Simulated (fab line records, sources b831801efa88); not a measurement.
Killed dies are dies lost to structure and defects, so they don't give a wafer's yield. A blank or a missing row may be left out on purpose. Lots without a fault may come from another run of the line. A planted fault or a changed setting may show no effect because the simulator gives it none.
A struck lot beside a sound one | flow sky130 | 43 steps out of a route of 708
Sound: wafers L652.1, L652.4, L652.6. Struck: wafers L662.3, L662.4, L662.6. The cause comes at the end.
At each step with rows: each side's tool, then ch and its chambers, then its first start. Under that, the readings that differ: sound wafers | struck wafers | difference of the means | sigmas: that difference in standard deviations of wafers without a fault.
alike: readings whose means differ by less than 2 such deviations, and words and numbers that are the same on both sides. not compared: withheld readings, readings that some wafer has no value for, bounds like >300 that may hide the same value, and numbers for which the record gives no deviation and whose values overlap.
The two part at a step that has a row with sigmas, a row that says differs or no value, or rows on one side only. Numbers that don't overlap but have no deviation are shown without sigmas and don't part them. A reading that every wafer of one side lacks parts them only if that side has two wafers or more.

first, 1 step without rows for these wafers: SKY_FIELD_ISO_CVD_03 (deposits Si3N4 from DCS/NH3, target thk 165 nm, time 2830 s).
SKY_FIELD_ISO_THK_MEAS_04:
  sound on film_metro-02, day 2 02:13; struck on film_metro-02, day 4 02:44
  alike: FIELD_ISO_CVD_03_THK
then, 8 steps without rows for these wafers: SKY_FIELD_ISO_DEHYDRATE_05 (time 60 s); SKY_FIELD_ISO_HMDS_06 (prime time 60 s); SKY_FIELD_ISO_COAT_07 (resist thk 60 nm); SKY_FIELD_ISO_COAT_08 (resist thk 450 nm); SKY_FIELD_ISO_SOFTBAKE_09 (time 90 s); SKY_FIELD_ISO_EXPOSE_10 (exposes mask FOM, target cd 150 nm); SKY_FIELD_ISO_PEB_11; SKY_FIELD_ISO_DEVELOP_12 (develop time 60 s).
SKY_FIELD_ISO_CD_MEAS_13: target cd 150 nm.
  sound on cd_sem-01, day 2 16:59; struck on cd_sem-02, day 4 19:30
  alike: cd_nm
SKY_FIELD_ISO_ETCH_14: etches BARC in N2/H2, stops on SiO2, time 45.9 s, target depth 60 nm.
  sound on rie_diel-02 ch 1,3, day 2 17:06; struck on rie_diel-01 ch 1,2, day 4 19:35
  alike: drypump_motor_current_A, n2_flow_sccm, oes_product_au, throttle_valve_pct
  not compared: rf_hours_counter_h
SKY_FIELD_ISO_ETCH_15: etches the open film in CHF3/O2, stops on Si, target depth 180 nm, time 72 s.
  sound on rie_diel-02 ch 1,3, day 2 17:08; struck on rie_diel-01 ch 1,2, day 4 19:37
  alike: drypump_motor_current_A, oes_product_au, throttle_valve_pct
  not compared: rf_hours_counter_h
SKY_FIELD_ISO_STRIP_16: strips in O2/N2.
  sound on plasma_asher-04 ch 0,1, day 2 17:12; struck on plasma_asher-03 ch 0,1, day 4 19:43
  alike: drypump_motor_current_A, n2_flow_sccm, oes_product_au, strip_time_to_endpoint_s
  not compared: rf_hours_counter_h
SKY_FIELD_ISO_ETCH_17: etches Si in HBr/Cl2/O2, target depth 342 nm, time 97.7 s.
  sound on rie_si-01 ch 2,3, day 2 17:18; struck on rie_si-01 ch 2,3, day 4 19:47
  alike: drypump_motor_current_A, he_backside_leak_sccm, oes_product_au, throttle_valve_pct
  not compared: rf_hours_counter_h
then, 5 steps without rows for these wafers: SKY_FIELD_ISO_WET_ETCH_18 (etches Si3N4 in H3PO4, target depth 25 nm, time 286 s); SKY_FIELD_ISO_CLEAN_19 (cleans in SC1/SC2, time 150 s); SKY_FIELD_ISO_CLEAN_20 (cleans in dHF, time 19.37 s); SKY_FIELD_ISO_WET_ETCH_21 (etches SiO2 in dHF, target depth 20 nm, time 400 s); SKY_FIELD_ISO_OXIDATION_22 (stabilise 600 s, purge 300 s, target thk 10 nm).
SKY_FIELD_ISO_THK_MEAS_23:
  sound on film_metro-04, day 2 21:46; struck on film_metro-04, day 4 21:48
  alike: FIELD_ISO_OXIDATION_01_THK
then, 1 step without rows for these wafers: SKY_FIELD_ISO_CVD_24 (deposits SiO2, target thk 595 nm, time 99.2 s).
SKY_FIELD_ISO_THK_MEAS_25:
  sound on film_metro-03, day 2 21:53; struck on film_metro-04, day 4 21:56
  alike: FIELD_ISO_CVD_24_THK
then, 1 step without rows for these wafers: SKY_FIELD_ISO_ANNEAL_26 (time 1800 s).
SKY_FIELD_ISO_CMP_27: polishes, stops on Si3N4, t overpolish 16 s, target thk 457.8 nm.
  sound on cmp-02 ch 0,3, day 3 02:40; struck on cmp-02 ch 0,2,3, day 4 23:31
  alike: motor_current_A, overpolish_run_s, time_to_endpoint_s
then, 5 steps without rows for these wafers: SKY_FIELD_ISO_WET_ETCH_28 (etches SiO2 in dHF, target depth 23.7 nm, time 47 s); SKY_FIELD_ISO_WET_ETCH_29 (etches Si3N4 in H3PO4, target depth 160 nm, time 1825 s); SKY_FIELD_ISO_WET_ETCH_30 (etches SiO2 in dHF, target depth 25 nm, time 50 s); SKY_NWELL_CLEAN_00 (cleans in SC1/SC2, time 150 s); SKY_NWELL_OXIDATION_01 (stabilise 600 s, purge 300 s, target thk 10 nm).
SKY_NWELL_THK_MEAS_02:
  sound on film_metro-03, day 3 06:55; struck on film_metro-01, day 5 02:03
  alike: NWELL_OXIDATION_THK
then, 8 steps without rows for these wafers: SKY_DNWELL_DEHYDRATE_00 (time 60 s); SKY_DNWELL_HMDS_01 (prime time 60 s); SKY_DNWELL_COAT_02 (resist thk 3000 nm); SKY_DNWELL_SOFTBAKE_03; SKY_DNWELL_EXPOSE_04 (exposes mask DNM, target cd 3000 nm); SKY_DNWELL_PEB_05; SKY_DNWELL_DEVELOP_06 (develop time 60 s); SKY_DNWELL_IMPLANT_07.
SKY_DNWELL_STRIP_08: strips in O2/N2.
  sound on plasma_asher-01 ch 0,1, day 3 22:41; struck on plasma_asher-04 ch 0,1, day 5 19:55
  alike: drypump_motor_current_A, n2_flow_sccm, oes_product_au, strip_time_to_endpoint_s
  not compared: rf_hours_counter_h
SKY_DNWELL_TW_MEAS_09:
  sound on film_metro-01, day 3 22:47; struck on film_metro-01, day 5 20:00
  alike: DNWELL_TW
then, 1 step without rows for these wafers: SKY_PWDE_DEHYDRATE_00 (time 60 s).
-- the record jumps here: 43 days lie between the struck wafers' starts before and after (it left off in module PWDE and takes up again in module PAD_OPEN, whose first step shown is number 708 of the route) --
SKY_PAD_OPEN_PROBE_99:
  sound on prober-01, day 46 14:21; struck on prober-01, day 48 23:32
  reading             | sound    | struck      | difference | sigmas
  killed_at_front_end | 15 16 16 | 45 51 59    | +36        | +9
  killed_dies         | 80 89 95 | 115 121 127 | +33        | +4
  alike: killed_at_M0_to_M3, killed_at_M4_up, killed_at_contacts, killed_at_other, killed_open, killed_short

WHERE THEY PART
Only at SKY_PAD_OPEN_PROBE_99, within this record.

WHY: what the simulator had put in
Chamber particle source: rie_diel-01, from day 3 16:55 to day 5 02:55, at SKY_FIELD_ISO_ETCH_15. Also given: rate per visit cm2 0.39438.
